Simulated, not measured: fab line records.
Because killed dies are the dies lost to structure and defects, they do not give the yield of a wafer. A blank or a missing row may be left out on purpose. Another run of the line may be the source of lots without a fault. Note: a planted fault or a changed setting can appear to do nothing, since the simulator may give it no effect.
One fault seen from 2 desks || flow sky130 || every desk sees just its own numbers, and what lay behind them comes last

## AT THE METROLOGY DESK
What the gauges read, lot by lot, whatever tool the lot ran on: means of the sampled wafers that have a number. Marked OUT: a lot whose mean sits more than 4 standard deviations from the usual mean, which makes it out of limits; the brackets give that distance.
Columns: A = METAL1_ALCU_RS at SKY_METAL1_RS_MEAS_05, usual 0.1268 ohm/sq; B = METAL1_ALCU_THK at SKY_METAL1_THK_MEAS_06, usual 253.0 nm; C = cdNm at SKY_METAL1_CD_MEAS_15, usual 139.8 nm; D = METAL1_OVL at SKY_METAL1_OVL_MEAS_16, usual 1 nm
{"lot": "L988", "first seen here": "day 34 02:23", "A": 0.1280, "B": 250.3, "C": 138.7, "D": 2}
{"lot": "L993", "first seen here": "day 35 18:31", "A": 0.1270, "B": 254.2, "C": 140.2, "D": 4}
{"lot": "L997", "first seen here": "day 36 23:02", "A": 0.1257, "B": 254.2, "C": 134.9, "D": 2}
{"lot": "L103", "first seen here": "day 38 08:55", "A": 0.1287, "B": 249.6, "C": 141.7, "D": 2}
{"lot": "L105", "first seen here": "day 39 11:28", "A": 0.1281, "B": 248.1, "C": 138.3, "D": 3}
Result from this desk: across the 5 lots, nothing is out of limits.

## TOOL OWNER'S DESK, krfScanner-02
The tool's own readings at SKY_METAL1_EXPOSE_12 (exposes mask MM1, target cd 140 nm): means of the sampled wafers that have a number, for each lot that ran on this tool. Marked OUT: a lot whose mean sits more than 4 standard deviations from the usual mean, which makes it out of limits; the brackets give that distance.
Columns: A = exposureDoseMJCm2 at SKY_METAL1_EXPOSE_12, usual 27.85; B = reticleTempC at SKY_METAL1_EXPOSE_12, usual 23.00 C
{"lot": "L988", "first seen here": "day 34 15:38", "A": 27.82, "B": 23.06}
{"lot": "L993", "first seen here": "day 36 07:42", "A": 27.84, "B": 23.04}
{"lot": "L997", "first seen here": "day 37 12:40", "A": "27.66 (-5.8) OUT", "B": 22.95}
Finding of this desk: L997 out of limits; the first was L997 at day 37 12:40, on exposureDoseMJCm2 at SKY_METAL1_EXPOSE_12. Within limits: L988, L993.

## ALL TOGETHER
The tool owner's desk could have raised an alarm at day 37 12:40, on L997.
At the metrology desk, nothing out of limits was observed.
The metrology desk holds a record of L997, inside its limits.
All the named lots went through SKY_METAL1_EXPOSE_12 on krfScanner-02.

## WHAT WAS PUT IN BY THE SIMULATOR
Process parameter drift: krfScanner-02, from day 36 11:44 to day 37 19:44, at SKY_METAL1_EXPOSE_12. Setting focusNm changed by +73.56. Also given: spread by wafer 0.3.
Lots struck among those shown: L997.
Hours from the fault's start to each desk's first reading out of limits: the tool owner's desk, 25.
